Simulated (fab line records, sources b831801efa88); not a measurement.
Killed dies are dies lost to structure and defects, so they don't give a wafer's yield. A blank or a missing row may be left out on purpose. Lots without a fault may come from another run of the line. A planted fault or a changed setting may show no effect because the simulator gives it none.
fab line records | flow sky130
record lots=10 wafers=30 last_day=50
route steps=708 shown METAL2@503 VIA2@520 METAL3@535 PAD_OPEN@708
lots that met no fault: from a run of the same line without faults
start_h: hours from the record's first day to the start of the lot's first wafer shown | wait_h: hours since the lot's step before | " the same as in the row above | L1.1+2: a row that stands for several wafers | - no value, or no start given | * or withheld: withheld | < > ~ a bound
route shown NAME@n: a module of which the file shows steps, and the number in the route of the first | usual: mean/standard deviation of fault-free wafers | same: alike in all rows | chamber/n: place in a boat | sites: the reading at each site | _std_site: their standard deviation | _edge_site: outer sites' mean less inner sites' | radius_mm: how far each site lies from the wafer's centre | mask NAME#n: copy n | behind: the tool/chamber that last shaped the wafer | hold: why the lot was held/for how many hours/how that ended | device: the transistor (n, p or np) that didn't switch | end of line: the same wafers' tests at the end of the route | a step without rows: its recipe alone | killed: dies lost to structure and defects at the first sort, not the wafer's yield | map: a wafer's dies, x killed, . not, _ none there
set.NAME: the setting as run; set.NAME@STEP: as run at that earlier step | model.NAME: the simulator's own value behind a step, which no gauge read
steps of the route over a sample of lots; a table a step, a row a wafer
services: from which hour (start_h, from the record's first day; less than 0 if before it) a tool's chamber was out of use, for how many hours, and why
## steps
# step SKY_METAL2_STRIP_20
# recipe chemistry=O2/N2 power_w=1400 pressure_mtorr=1500 platen_temp_c=withheld o2_flow_sccm=3000 n2_flow_sccm=300 overash_fraction=0.5
# usual drypump_motor_current_A=5.6/0.55 oes_product_au=0.343/0.0052 strip_time_to_endpoint_s=2.69/0.059
# columns lot.wafer tool chamber start_h wait_h drypump_motor_current_A oes_product_au rf_hours_counter_h strip_time_to_endpoint_s
L306.4 plasma_asher-03 0 836.50 0.1 5.8 0.345 - 2.67
L306.5 " 1 " " 5.3 0.345 - 2.78
L306.6 " 0 " " 5.8 0.332 - 2.69
L308.1 plasma_asher-04 0 860.11 0.1 6.8 0.339 107 2.60
L308.2 " 1 " " 5.2 0.336 107 2.65
L308.6 " 0 " " 6.8 0.338 - 2.53
L309.3 plasma_asher-01 0 876.15 0.1 5.2 0.347 - 2.62
L309.4 " 1 " " 5.5 0.339 - 2.67
L309.5 " 1 " " 5.5 0.343 - 2.71
L310.1 plasma_asher-01 0 877.41 0.1 5.2 0.340 42 2.58
L310.3 " 1 " " 5.4 0.339 - 2.59
L310.5 " 1 " " 5.5 0.338 - 2.67
L313.1 plasma_asher-01 1 910.82 0.1 5.5 0.337 45 2.59
L313.2 " 0 " " 5.2 0.346 45 2.68
L313.4 " 1 " " 5.4 0.339 - 2.57
L314.1 plasma_asher-01 0 912.21 0.1 5.2 0.342 45 2.74
L314.2 " 1 " " 5.5 0.334 45 2.68
L314.3 " 1 " " 5.4 0.338 - 2.78
L316.4 plasma_asher-04 1 918.95 0.1 5.3 0.342 - 2.64
L316.5 " 0 " " 6.8 0.347 - 2.67
L316.6 " 1 " " 5.3 0.340 - 2.65
L317.2 plasma_asher-03 1 924.53 0.1 5.3 0.346 17 2.71
L317.3 " 1 " " 5.3 0.348 - 2.71
L317.4 " 0 " " 5.9 0.343 - 2.74
L320.3 plasma_asher-04 0 952.40 0.1 6.8 0.351 - 2.75
L320.5 " 0 " " 6.8 0.344 - 2.76
L320.6 " 1 " " 5.3 0.343 - 2.69
L326.1 plasma_asher-03 0 988.56 0.1 5.8 0.341 24 2.72
L326.4 " 1 " " 5.3 0.339 - 2.69
L326.6 " 0 " " 5.8 0.339 - 2.65
# step SKY_VIA2_OVL_MEAS_13
# usual VIA2_OVL=-4/5.2
# columns lot.wafer tool chamber start_h wait_h VIA2_OVL[nm]
L306.4 overlay-02 - 866.16 0.1 -3
L306.5 " - " " -11
L306.6 " - " " -4
L308.1 overlay-01 - 888.36 0.1 -4
L308.2 " - " " -1
L308.6 " - " " -3
L309.3 overlay-02 - 903.17 0.1 -6
L309.4 " - " " -4
L309.5 " - " " -1
L310.1 overlay-01 - 904.71 0.1 0
L310.3 " - " " -1
L310.5 " - " " 7
L313.1 overlay-02 - 936.94 0.1 -3
L313.2 " - " " -10
L313.4 " - " " -8
L314.1 overlay-02 - 937.89 0.1 -7
L314.2 " - " " 2
L314.3 " - " " 0
L316.4 overlay-01 - 944.37 0.1 0
L316.5 " - " " -4
L316.6 " - " " 3
L317.2 overlay-02 - 951.00 0.1 -2
L317.3 " - " " 0
L317.4 " - " " -8
L320.3 overlay-02 - 977.85 0.1 1
L320.5 " - " " -5
L320.6 " - " " -2
L326.1 overlay-02 - 1013.66 0.1 -5
L326.4 " - " " -8
L326.6 " - " " -7
# step SKY_VIA2_CVD_21
# recipe material=W target_thk_nm=420 time_s=126.4 temp_c=400 pressure_torr=40
# usual chamber_pressure_Torr=40.01/0.08 heater_power_w=895/120
# same time_s=126.4
# columns lot.wafer tool chamber start_h wait_h chamber_pressure_Torr heater_power_w
L306.4 cvd_w-02 1 867.02 0.1 39.90 745
L306.5 " 0 " " 40.05 1041
L306.6 " 1 " " 39.96 744
L308.1 cvd_w-02 0 889.16 0.0 40.00 1050
L308.2 " 1 " " 40.05 756
L308.6 " 1 " " 40.01 752
L309.3 cvd_w-01 1 904.00 0.1 40.03 869
L309.4 " 0 " " 39.94 1026
L309.5 " 0 " " 40.00 1025
L310.1 cvd_w-02 0 908.26 2.8 40.03 1037
L310.3 " 1 " " 39.88 753
L310.5 " 0 " " 40.11 1006
L313.1 cvd_w-02 0 937.78 0.0 39.91 1066
L313.2 " 1 " " 39.97 742
L313.4 " 1 " " 40.06 755
L314.1 cvd_w-02 1 938.79 0.0 40.17 751
L314.2 " 0 " " 39.94 1040
L314.3 " 1 " " 40.12 750
L316.4 cvd_w-01 0 945.25 0.1 39.94 928
L316.5 " 0 " " 40.07 914
L316.6 " 1 " " 40.06 833
L317.2 cvd_w-02 0 951.80 0.0 46.62 1022
L317.3 " 1 " " 46.64 760
L317.4 " 0 " " 46.60 1059
L320.3 cvd_w-02 0 978.68 0.1 46.52 1038
L320.5 " 0 " " 46.71 1049
L320.6 " 1 " " 46.65 740
L326.1 cvd_w-01 0 1014.46 0.0 40.03 961
L326.4 " 0 " " 40.02 968
L326.6 " 0 " " 40.03 928
# step SKY_VIA2_RS_MEAS_22
# recipe thk_meas_gauge=four-point-probe reads=W_of_VIA2_CVD_21+TiN_of_VIA2_SPUTTER_20
# usual VIA2_W_RS=0.2713/0.0029
# columns lot.wafer tool chamber start_h wait_h hold VIA2_W_RS[ohm/sq]
L306.4 film_metro-01 - 867.17 0.1 - 0.2699
L306.5 " - " " - 0.2689
L306.6 " - " " - 0.2731
L308.1 film_metro-02 - 889.29 0.1 - 0.2683
L308.2 " - " " - 0.2671
L308.6 " - " " - 0.2673
L309.3 film_metro-03 - 904.13 0.1 - 0.2730
L309.4 " - " " - 0.2642
L309.5 " - " " - 0.2620
L310.1 film_metro-02 - 908.39 0.1 - 0.2702
L310.3 " - " " - 0.2735
L310.5 " - " " - 0.2725
L313.1 film_metro-03 - 937.91 0.1 - 0.2715
L313.2 " - " " - 0.2669
L313.4 " - " " - 0.2682
L314.1 film_metro-02 - 938.92 0.1 - 0.2736
L314.2 " - " " - 0.2752
L314.3 " - " " - 0.2730
L316.4 film_metro-03 - 945.40 0.1 - 0.2731
L316.5 " - " " - 0.2727
L316.6 " - " " - 0.2728
L317.2 film_metro-02 - 951.95 0.1 await_dispo/0.2h/release 0.2545
L317.3 " - " " await_dispo/0.2h/release 0.2498
L317.4 " - " " await_dispo/0.2h/release 0.2529
L317.2 film_metro-02 - 952.23 0.3 - 0.2549
L317.3 " - " " - 0.2497
L317.4 " - " " - 0.2532
L320.3 film_metro-03 - 978.81 0.1 await_dispo/0.2h/release 0.2537
L320.5 " - " " await_dispo/0.2h/release 0.2514
L320.6 " - " " await_dispo/0.2h/release 0.2504
L320.3 film_metro-03 - 979.10 0.3 - 0.2539
L320.5 " - " " - 0.2511
L320.6 " - " " - 0.2510
L326.1 film_metro-01 - 1014.59 0.1 - 0.2703
L326.4 " - " " - 0.2688
L326.6 " - " " - 0.2680
# step SKY_VIA2_THK_MEAS_23
# recipe thk_meas_gauge=xrf reads=W_of_VIA2_CVD_21
# usual VIA2_W_THK=410/5.4
# columns lot.wafer tool chamber start_h wait_h hold VIA2_W_THK[nm]
L306.4 film_metro-01 - 867.26 0.1 - 413
L306.5 " - " " - 411
L306.6 " - " " - 406
L308.1 film_metro-02 - 889.41 0.1 - 411
L308.2 " - " " - 412
L308.6 " - " " - 412
L309.3 film_metro-03 - 904.23 0.1 - 410
L309.4 " - " " - 421
L309.5 " - " " - 424
L310.1 film_metro-02 - 908.51 0.1 - 409
L310.3 " - " " - 403
L310.5 " - " " - 406
L313.1 film_metro-03 - 938.03 0.1 - 413
L313.2 " - " " - 415
L313.4 " - " " - 415
L314.1 film_metro-02 - 939.04 0.1 - 410
L314.2 " - " " - 407
L314.3 " - " " - 412
L316.4 film_metro-03 - 945.49 0.1 - 411
L316.5 " - " " - 412
L316.6 " - " " - 409
L317.2 film_metro-02 - 953.62 1.4 await_dispo/0.2h/release 437
L317.3 " - " " await_dispo/0.2h/release 448
L317.4 " - " " await_dispo/0.2h/release 443
L317.2 film_metro-02 - 953.84 0.2 - 442
L317.3 " - " " - 445
L317.4 " - " " - 442
L320.3 film_metro-03 - 986.77 7.7 await_dispo/0.2h/release 443
L320.5 " - " " await_dispo/0.2h/release 445
L320.6 " - " " await_dispo/0.2h/release 447
L320.3 film_metro-03 - 987.00 0.2 - 441
L320.5 " - " " - 445
L320.6 " - " " - 450
L326.1 film_metro-01 - 1014.71 0.1 - 399
L326.4 " - " " - 400
L326.6 " - " " - 406
# step SKY_METAL3_SPUTTER_03
# recipe material=Ti target_thk_nm=5 power_w=3000 time_s=3.3 chamber_pressure_pa=0.4
# usual throttle_valve_pct=30.1/0.95
# same time_s=3.3
# columns lot.wafer tool chamber start_h wait_h throttle_valve_pct
L306.4 pvd_sputter-02 - 867.68 0.0 30.1
L306.5 " - " " 31.2
L306.6 " - " " 30.0
L308.1 pvd_sputter-04 - 889.86 0.0 30.5
L308.2 " - " " 29.9
L308.6 " - " " 30.4
L309.3 pvd_sputter-01 - 904.67 0.0 31.3
L309.4 " - " " 29.1
L309.5 " - " " 28.9
L310.1 pvd_sputter-01 - 908.97 0.0 31.7
L310.3 " - " " 29.6
L310.5 " - " " 29.0
L313.1 pvd_sputter-02 - 938.48 0.0 29.2
L313.2 " - " " 30.7
L313.4 " - " " 30.1
L314.1 pvd_sputter-02 - 939.49 0.0 30.3
L314.2 " - " " 29.6
L314.3 " - " " 31.1
L316.4 pvd_sputter-01 - 945.91 0.0 31.9
L316.5 " - " " 29.0
L316.6 " - " " 29.7
L317.2 pvd_sputter-01 - 956.89 0.0 31.6
L317.3 " - " " 29.0
L317.4 " - " " 31.6
L320.3 pvd_sputter-01 - 990.72 0.0 29.6
L320.5 " - " " 30.0
L320.6 " - " " 29.2
L326.1 pvd_sputter-01 - 1015.16 0.0 31.6
L326.4 " - " " 29.1
L326.6 " - " " 29.1
# step SKY_PAD_OPEN_PROBE_99
# usual defect_limited_yield=82.2/1.8 killed_at_M0_to_M3=43/6.6 killed_at_M4_up=3.2/1.9 killed_at_contacts=25/5.3 killed_at_front_end=16/4.5 killed_at_other=0.3/0.63 killed_dies=87/8.9 killed_open=48/7.9 killed_short=39/5.3 sort_bin_3_pad_short=0.8/0.38 sort_bin_5_function=10.5/1.5 sort_bin_6_memory=6.4/1.2 sort_n_pass=405/8.9 sort_yield_pct=82.2/1.8
# same gross_dies=492 killed_at_back_side=0 sort_bin_4_leakage[%]=0 sort_bin_8_speed[%]=0
# columns lot.wafer tool chamber start_h wait_h defect_limited_yield[%] killed_at_M0_to_M3 killed_at_M4_up killed_at_contacts killed_at_front_end killed_at_other killed_dies killed_open killed_short sort_bin_3_pad_short[%] sort_bin_5_function[%] sort_bin_6_memory[%] sort_n_pass sort_yield_pct[%]
L306.4 prober-02 - 1089.39 0.2 83.3 33 1 27 21 0 82 41 40 1.0 10.2 5.5 410 83.3
L306.5 prober-02 - 1089.44 0.2 82.3 41 2 27 17 0 87 54 33 0.8 11.4 5.5 405 82.3
L306.6 prober-02 - 1089.49 0.2 83.3 36 4 23 19 0 82 43 39 1.0 11.0 4.7 410 83.3
L313.1 prober-01 - 1143.00 0.1 84.1 44 0 21 13 0 78 38 40 1.4 8.9 5.5 414 84.1
L313.2 prober-01 - 1143.05 0.1 85.4 42 1 17 11 1 72 42 30 0.8 7.5 6.3 420 85.4
L313.4 prober-01 - 1143.15 0.2 82.9 39 3 33 9 0 84 52 32 0.6 9.8 6.7 408 82.9
L314.1 prober-02 - 1148.25 0.1 82.7 29 7 34 15 0 85 40 45 0.4 9.6 7.3 407 82.7
L314.2 prober-02 - 1148.30 0.1 85.6 29 3 29 10 0 71 42 29 0.8 8.7 4.9 421 85.6
L314.3 prober-02 - 1148.35 0.2 80.1 46 4 28 20 0 98 56 42 1.0 11.0 7.9 394 80.1
L317.2 prober-01 - 1156.96 0.1 80.1 43 3 27 25 0 98 67 31 0 12.4 7.5 394 80.1
L317.3 prober-01 - 1157.01 0.2 83.3 36 4 27 15 0 82 51 31 0.8 9.8 6.1 410 83.3
L317.4 prober-01 - 1157.06 0.2 78.7 39 5 40 21 0 105 61 44 1.0 12.6 7.7 387 78.7
L320.3 prober-02 - 1175.18 0.2 79.3 51 6 30 15 0 102 62 40 1.0 12.8 6.9 390 79.3
L320.5 prober-02 - 1175.28 0.2 81.3 46 4 24 18 0 92 49 43 0.8 11.0 6.9 400 81.3
L320.6 prober-02 - 1175.33 0.2 85.0 36 3 23 12 0 74 36 38 0.2 9.8 5.1 418 85.0
# killed by level:class
L306.4 CONTACT:geometric_particle:open=12 VIA2:geometric_particle:open=9 FIELD_ISO:geometric_particle:short=8 CONTACT:geometric_particle:short=6 VIA1:geometric_particle:open=5 POLY_GATE:geometric_particle:short=4 LOCAL_INTERCONNECT:geometric_particle:short=4 METAL2:geometric_particle:short=4
L306.5 CONTACT:geometric_particle:open=14 METAL2:geometric_particle:short=7 VIA3:geometric_particle:open=7 VIA2:geometric_particle:open=6 VIA1:geometric_particle:open=6 FIELD_ISO:geometric_particle:open=4 LI_CONTACT:geometric_particle:open=4 FIELD_ISO:geometric_particle:short=3
L306.6 LI_CONTACT:geometric_particle:open=8 VIA1:geometric_particle:open=8 FIELD_ISO:geometric_particle:open=6 VIA1:geometric_particle:short=6 METAL3:geometric_particle:short=6 POLY_GATE:geometric_particle:short=5 CONTACT:geometric_particle:open=5 VIA2:geometric_particle:open=5
L313.1 VIA1:geometric_particle:open=12 VIA3:geometric_particle:short=7 CONTACT:geometric_particle:open=6 METAL3:geometric_particle:short=6 VIA2:geometric_particle:open=6 LI_CONTACT:geometric_particle:short=5 FIELD_ISO:geometric_particle:short=4 LOCAL_INTERCONNECT:geometric_particle:short=4
L313.2 VIA1:geometric_particle:open=10 CONTACT:geometric_particle:open=8 VIA3:geometric_particle:open=6 METAL1:geometric_particle:short=5 VIA1:geometric_particle:short=5 POLY_GATE:geometric_particle:open=4 METAL2:geometric_particle:short=4 VIA2:geometric_particle:open=4
L313.4 CONTACT:geometric_particle:open=11 VIA2:geometric_particle:open=10 LI_CONTACT:geometric_particle:open=9 CONTACT:geometric_particle:short=6 VIA1:geometric_particle:open=6 VIA3:geometric_particle:open=5 VIA1:geometric_particle:short=5 POLY_GATE:geometric_particle:open=4
L314.1 LI_CONTACT:geometric_particle:open=9 CONTACT:geometric_particle:open=9 LOCAL_INTERCONNECT:geometric_particle:short=7 FIELD_ISO:geometric_particle:short=6 CONTACT:geometric_particle:short=6 POLY_GATE:geometric_particle:short=4 VIA3:geometric_particle:short=4 VIA1:geometric_particle:short=4
L314.2 CONTACT:geometric_particle:open=12 VIA1:geometric_particle:open=8 CONTACT:geometric_particle:short=6 LI_CONTACT:geometric_particle:open=5 VIA2:geometric_particle:open=5 VIA3:geometric_particle:open=5 POLY_GATE:geometric_particle:short=4 LOCAL_INTERCONNECT:geometric_particle:open=4
L314.3 CONTACT:geometric_particle:open=17 VIA1:geometric_particle:open=12 VIA3:geometric_particle:open=7 FIELD_ISO:geometric_particle:short=6 METAL1:geometric_particle:short=6 FIELD_ISO:geometric_particle:open=5 CONTACT:geometric_particle:short=5 VIA1:geometric_particle:short=5
L317.2 POLY_GATE:geometric_particle:open=11 CONTACT:geometric_particle:open=11 VIA1:geometric_particle:open=9 LI_CONTACT:geometric_particle:open=8 VIA2:geometric_particle:open=8 VIA3:geometric_particle:open=6 FIELD_ISO:geometric_particle:short=5 METAL1:geometric_particle:short=5
L317.3 VIA1:geometric_particle:open=10 LI_CONTACT:geometric_particle:open=8 CONTACT:geometric_particle:open=8 POLY_GATE:geometric_particle:open=7 VIA1:geometric_particle:short=5 LOCAL_INTERCONNECT:geometric_particle:short=5 VIA3:geometric_particle:open=5 METAL1:geometric_particle:short=5
L317.4 CONTACT:geometric_particle:open=16 VIA2:geometric_particle:open=9 CONTACT:geometric_particle:short=8 LI_CONTACT:geometric_particle:open=7 METAL1:geometric_particle:short=7 LOCAL_INTERCONNECT:geometric_particle:short=6 VIA1:geometric_particle:open=6 VIA3:geometric_particle:open=6
L320.3 VIA1:geometric_particle:open=17 CONTACT:geometric_particle:open=12 LI_CONTACT:geometric_particle:open=8 METAL1:geometric_particle:short=8 VIA3:geometric_particle:open=5 METAL2:geometric_particle:short=5 METAL2:geometric_particle:open=4 LOCAL_INTERCONNECT:geometric_particle:short=4
L320.5 VIA2:geometric_particle:open=11 CONTACT:geometric_particle:short=7 LOCAL_INTERCONNECT:geometric_particle:short=6 CONTACT:geometric_particle:open=6 VIA1:geometric_particle:open=6 VIA3:geometric_particle:open=6 VIA1:geometric_particle:short=5 METAL1:geometric_particle:short=5
L320.6 CONTACT:geometric_particle:open=7 VIA1:geometric_particle:open=7 VIA2:geometric_particle:open=7 LOCAL_INTERCONNECT:geometric_particle:short=6 LI_CONTACT:geometric_particle:open=5 VIA1:geometric_particle:short=5 VIA2:geometric_particle:short=4 METAL2:geometric_particle:short=4
## services
# columns tool chamber start_h hours kind
pvd_sputter-02 - 820.24 9.1 repair
pvd_sputter-01 1 825.60 - consumable_replace:kit
pvd_sputter-01 1 825.60 18.0 scheduled_down
pvd_sputter-01 1 825.60 18.0 vent_cycle
pvd_sputter-01 - 828.92 1.6 repair
plasma_asher-01 - 836.20 4.3 repair
pvd_sputter-01 - 838.44 1.7 repair
pvd_sputter-02 - 869.68 1.7 repair
cvd_w-01 - 899.44 2.8 pm
cvd_w-02 - 902.26 6.0 pm
cvd_w-01 - 904.09 14.0 pm
cvd_w-01 0 904.09 14.0 vent_cycle
cvd_w-01 1 904.09 14.0 vent_cycle
pvd_sputter-02 - 911.63 2.6 repair
pvd_sputter-01 - 927.11 4.4 repair
plasma_asher-01 - 936.81 3.9 repair
pvd_sputter-02 - 939.71 6.3 repair
pvd_sputter-01 0 949.81 - consumable_replace:kit
pvd_sputter-01 0 949.81 18.0 scheduled_down
pvd_sputter-01 0 949.81 18.0 vent_cycle
plasma_asher-04 - 964.67 3.0 repair
cvd_w-02 0 966.99 2.4 repair
pvd_sputter-01 - 997.86 2.1 repair
pvd_sputter-02 - 1005.55 2.5 repair
## key
first_sign step=SKY_VIA2_CVD_21 reading=chamber_pressure_Torr direction=up sigmas=83 usual=40.01 struck=46.63
effect step=SKY_VIA2_RS_MEAS_22 reading=visit direction=added
effect step=SKY_VIA2_RS_MEAS_22 reading=VIA2_W_RS direction=down sigmas=6.6 usual=0.2713 struck=0.2521
effect step=SKY_VIA2_THK_MEAS_23 reading=visit direction=added
effect step=SKY_VIA2_THK_MEAS_23 reading=VIA2_W_THK direction=up sigmas=6.3 usual=410 struck=444
met_at SKY_VIA2_CVD_21
struck_lots L317,L320
not_acting_at SKY_METAL2_STRIP_20,SKY_VIA2_OVL_MEAS_13,SKY_METAL3_SPUTTER_03
onset_between 938.79 951.80
fault kind=process_parameter_drift tool=cvd_w-02 chamber=- onset_h=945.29 steps=SKY_VIA2_CVD_21 channel=pressure_torr offset=6.6206 shape=step end_h=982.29 acts_in=these_recipes_only stated=40
